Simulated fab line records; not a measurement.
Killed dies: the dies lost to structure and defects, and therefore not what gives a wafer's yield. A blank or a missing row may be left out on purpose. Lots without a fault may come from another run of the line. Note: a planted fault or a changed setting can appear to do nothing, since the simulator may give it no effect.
Matching of chambers / flow gf180mcu / GF_STI_ETCH_14 on rie-si-02 has 4 sister chambers
The step etches Si in HBr/Cl2/O2, target depth 360 nm, time 102.9 s. 16 wafers are shown with their chamber, then 8 later ones without.

WAFERS, EACH WITH ITS CHAMBER
wafer=L920.2; chamber=1; drypump-motor-current-A (A)=5.2; mfc-cl2-sccm (sccm)=40.28; oes-product-au (a.u.)=1.001
wafer=L920.5; chamber=3; drypump-motor-current-A (A)=5.9; mfc-cl2-sccm (sccm)=40.20; oes-product-au (a.u.)=0.989
wafer=L920.6; chamber=0; drypump-motor-current-A (A)=6.2; mfc-cl2-sccm (sccm)=39.85; oes-product-au (a.u.)=0.998
wafer=L921.1; chamber=0; drypump-motor-current-A (A)=6.2; mfc-cl2-sccm (sccm)=39.73; oes-product-au (a.u.)=0.999
wafer=L921.2; chamber=2; drypump-motor-current-A (A)=5.9; mfc-cl2-sccm (sccm)=40.04; oes-product-au (a.u.)=0.989
wafer=L921.4; chamber=1; drypump-motor-current-A (A)=5.1; mfc-cl2-sccm (sccm)=40.07; oes-product-au (a.u.)=1.014
wafer=L928.3; chamber=3; drypump-motor-current-A (A)=5.9; mfc-cl2-sccm (sccm)=40.07; oes-product-au (a.u.)=0.989
wafer=L928.4; chamber=2; drypump-motor-current-A (A)=5.9; mfc-cl2-sccm (sccm)=40.03; oes-product-au (a.u.)=0.991
wafer=L928.5; chamber=3; drypump-motor-current-A (A)=5.9; mfc-cl2-sccm (sccm)=40.19; oes-product-au (a.u.)=1.009
wafer=L929.1; chamber=2; drypump-motor-current-A (A)=5.9; mfc-cl2-sccm (sccm)=39.96; oes-product-au (a.u.)=0.996
wafer=L929.2; chamber=1; drypump-motor-current-A (A)=5.2; mfc-cl2-sccm (sccm)=39.93; oes-product-au (a.u.)=0.995
wafer=L929.6; chamber=0; drypump-motor-current-A (A)=6.1; mfc-cl2-sccm (sccm)=39.99; oes-product-au (a.u.)=0.984
wafer=L932.2; chamber=1; drypump-motor-current-A (A)=5.2; mfc-cl2-sccm (sccm)=40.00; oes-product-au (a.u.)=1.006
wafer=L932.4; chamber=0; drypump-motor-current-A (A)=6.1; mfc-cl2-sccm (sccm)=39.98; oes-product-au (a.u.)=0.989
wafer=L932.6; chamber=3; drypump-motor-current-A (A)=5.9; mfc-cl2-sccm (sccm)=40.06; oes-product-au (a.u.)=0.992
wafer=L933.1; chamber=3; drypump-motor-current-A (A)=5.9; mfc-cl2-sccm (sccm)=39.93; oes-product-au (a.u.)=1.002

SIGNATURES (means of the wafers above)
reading=drypump-motor-current-A; chamber 0=6.150; chamber 1=5.175; chamber 2=5.900; chamber 3=5.900; scatter within a chamber=0.0382
reading=mfc-cl2-sccm; chamber 0=39.8875; chamber 1=40.0700; chamber 2=40.0100; chamber 3=40.0900; scatter within a chamber=0.118
reading=oes-product-au; chamber 0=0.99250; chamber 1=1.00400; chamber 2=0.99200; chamber 3=0.99620; scatter within a chamber=0.00761
Rule: distance of a wafer from a chamber = root of the sum over the readings of ((wafer's reading minus chamber's mean) / reading's scatter) squared. If the next closest chamber is less than 2 further off than the closest, the wafer can't be placed; otherwise it belongs to the closest. The scatter: take each reading less its chamber's mean, square it, sum over the shown wafers, divide by the number of wafers less the number of chambers, and take the root.

WAFERS WHOSE CHAMBER IS MISSING
wafer=L933.4; drypump-motor-current-A (A)=5.1; mfc-cl2-sccm (sccm)=39.85; oes-product-au (a.u.)=1.004
wafer=L933.6; drypump-motor-current-A (A)=5.1; mfc-cl2-sccm (sccm)=39.79; oes-product-au (a.u.)=1.009
wafer=L934.1; drypump-motor-current-A (A)=5.1; mfc-cl2-sccm (sccm)=39.98; oes-product-au (a.u.)=1.010
wafer=L934.3; drypump-motor-current-A (A)=5.9; mfc-cl2-sccm (sccm)=39.90; oes-product-au (a.u.)=0.995
wafer=L934.6; drypump-motor-current-A (A)=6.1; mfc-cl2-sccm (sccm)=39.91; oes-product-au (a.u.)=0.996
wafer=L941.3; drypump-motor-current-A (A)=5.9; mfc-cl2-sccm (sccm)=39.98; oes-product-au (a.u.)=0.993
wafer=L941.5; drypump-motor-current-A (A)=6.2; mfc-cl2-sccm (sccm)=40.15; oes-product-au (a.u.)=0.990
wafer=L941.6; drypump-motor-current-A (A)=5.9; mfc-cl2-sccm (sccm)=39.79; oes-product-au (a.u.)=0.997

WHICH CHAMBER EACH ONE RAN IN
wafer=L933.4; from the rows above=1; in truth=1
wafer=L933.6; from the rows above=1; in truth=1
wafer=L934.1; from the rows above=1; in truth=1
wafer=L934.3; from the rows above=can't be placed: 2 or 3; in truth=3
wafer=L934.6; from the rows above=0; in truth=0
wafer=L941.3; from the rows above=can't be placed: 2 or 3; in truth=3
wafer=L941.5; from the rows above=0; in truth=0
wafer=L941.6; from the rows above=can't be placed: 2 or 3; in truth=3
Correctly placed: 5 of 8. Can't be placed from these rows: 3 (the true chamber is among the candidates in 3). Wrongly placed: 0.
